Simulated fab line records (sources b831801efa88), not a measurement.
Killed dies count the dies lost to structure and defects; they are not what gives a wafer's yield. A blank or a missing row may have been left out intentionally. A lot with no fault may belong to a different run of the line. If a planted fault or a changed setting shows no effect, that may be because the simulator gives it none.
The same fault as seen by 2 desks || flow sky130 || numbers are kept per desk, each desk with only its own; the story behind them comes last

== AT THE METROLOGY DESK ==
What the gauges read, lot by lot, whatever tool the lot ran on: means of the sampled wafers that have a number. Any lot whose mean is over 4 standard deviations away from the usual mean is out of limits and marked OUT; that distance is given in the brackets.
Columns: A = SD_P_TW at SKY_SD_P_TW_MEAS_11, usual 2826
{"lot": "L268", "first seen here": "day 26 23:25", "A": 2830}
{"lot": "L267", "first seen here": "day 27 00:52", "A": 2837}
{"lot": "L270", "first seen here": "day 27 21:31", "A": 2833}
{"lot": "L271", "first seen here": "day 28 05:29", "A": 2832}
{"lot": "L272", "first seen here": "day 28 14:42", "A": 2836}
{"lot": "L274", "first seen here": "day 29 18:19", "A": 2817}
{"lot": "L278", "first seen here": "day 31 02:56", "A": 2828}
{"lot": "L280", "first seen here": "day 32 01:49", "A": 2811}
{"lot": "L281", "first seen here": "day 32 12:59", "A": 2848}
{"lot": "L282", "first seen here": "day 32 13:36", "A": 2812}
{"lot": "L288", "first seen here": "day 33 23:31", "A": 2824}
{"lot": "L289", "first seen here": "day 34 07:18", "A": 2834}
This desk's verdict: no lot among the 12 shows anything out of limits.

== TOOL OWNER'S DESK, plasma-asher-04 ==
The tool's own readings at SKY_SD_N_STRIP_11 (strips in O2/N2): means of the sampled wafers that have a number, for each lot that ran on this tool. Any lot whose mean is over 4 standard deviations away from the usual mean is out of limits and marked OUT; that distance is given in the brackets.
Columns: A = drypump-motor-current-A at SKY_SD_N_STRIP_11, usual 5.9 A; B = oes-product-au at SKY_SD_N_STRIP_11, usual 0.528 a.u.; C = strip-time-to-endpoint-s at SKY_SD_N_STRIP_11, usual 22.55 s
{"lot": "L268", "first seen here": "day 29 13:02", "A": 6.1, "B": 0.525, "C": 22.59}
{"lot": "L267", "first seen here": "day 29 14:18", "A": 6.3, "B": 0.526, "C": 22.52}
{"lot": "L274", "first seen here": "day 32 07:46", "A": 6.3, "B": 0.533, "C": 22.54}
{"lot": "L278", "first seen here": "day 33 16:26", "A": 6.1, "B": "0.580 (+11) OUT", "C": "19.30 (-69) OUT"}
{"lot": "L281", "first seen here": "day 34 21:36", "A": 5.9, "B": "0.578 (+11) OUT", "C": "19.31 (-69) OUT"}
{"lot": "L282", "first seen here": "day 34 23:00", "A": 6.1, "B": "0.581 (+11) OUT", "C": "19.30 (-69) OUT"}
Finding of this desk: L278, L281, L282 out of limits; the first was L278 at day 33 16:26, on oes-product-au at SKY_SD_N_STRIP_11. In limits: L268, L267, L274.

== TAKEN TOGETHER ==
The tool owner's desk could have raised an alarm at day 33 16:26, on L278, L281, L282.
From the metrology desk's view, nothing was out of limits.
The metrology desk holds a record of L278, L281, L282, inside its limits.
Of the lots named, all ran SKY_SD_N_STRIP_11 on plasma-asher-04.

== WHAT THE SIMULATOR HAD PUT IN ==
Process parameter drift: plasma-asher-04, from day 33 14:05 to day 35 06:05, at SKY_SD_N_STRIP_11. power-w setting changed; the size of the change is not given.
Struck lots among those shown: L278, L281, L282.
Each desk's first reading out of limits, in hours after the fault started: the tool owner's desk, 2.
